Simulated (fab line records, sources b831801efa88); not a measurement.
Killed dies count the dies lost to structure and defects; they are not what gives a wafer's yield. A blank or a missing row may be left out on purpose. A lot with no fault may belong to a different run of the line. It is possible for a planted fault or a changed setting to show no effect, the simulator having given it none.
One fault through the eyes of 2 desks    flow sky130    each desk holds nothing but its own numbers, with what lay behind them at the end

## METROLOGY DESK
What the gauges read, lot by lot, whatever tool the lot ran on: means of the sampled wafers that have a number. Marked OUT: a lot whose mean sits more than 4 standard deviations from the usual mean, which makes it out of limits; the brackets give that distance.
Columns: A = VIA3_HDPCVD_THK at SKY_VIA3_THK_MEAS_01, usual 1638 nm; B = VIA3_BOW at SKY_VIA3_BOW_MEAS_03, usual 79 um; C = cdNm at SKY_VIA3_CD_MEAS_12, usual 199.9 nm
lot   first seen here  A     B   C
L594  day 39 21:37     1624  86  199.2
L597  day 40 04:11     1631  77  201.8
L603  day 41 15:12     1628  75  -
L604  day 41 18:28     1646  77  -
L614  day 44 12:51     1637  84  200.6
L616  day 44 19:32     1631  73  200.1
Result from this desk: across the 6 lots, nothing is out of limits.

## FOR THE TOOL OWNER'S DESK: lithoTrack-04
The tool's own readings at SKY_VIA3_DEVELOP_11 (develop time 60 s): means of the sampled wafers that have a number, for each lot that ran on this tool. Marked OUT: a lot whose mean sits more than 4 standard deviations from the usual mean, which makes it out of limits; the brackets give that distance.
Columns: A = chillPlateTempC at SKY_VIA3_DEVELOP_11, usual 23.02 C; B = resistLineTempC at SKY_VIA3_DEVELOP_11, usual 23.02 C
lot   first seen here  A      B
L594  day 40 22:00     23.07  23.03
This desk's finding: nothing out of limits on the one lot.

## TAKEN TOGETHER
Nothing out of limits was seen by the metrology desk.
Nothing out of limits was seen by the tool owner's desk.

## WHAT THE SIMULATOR HAD PUT IN
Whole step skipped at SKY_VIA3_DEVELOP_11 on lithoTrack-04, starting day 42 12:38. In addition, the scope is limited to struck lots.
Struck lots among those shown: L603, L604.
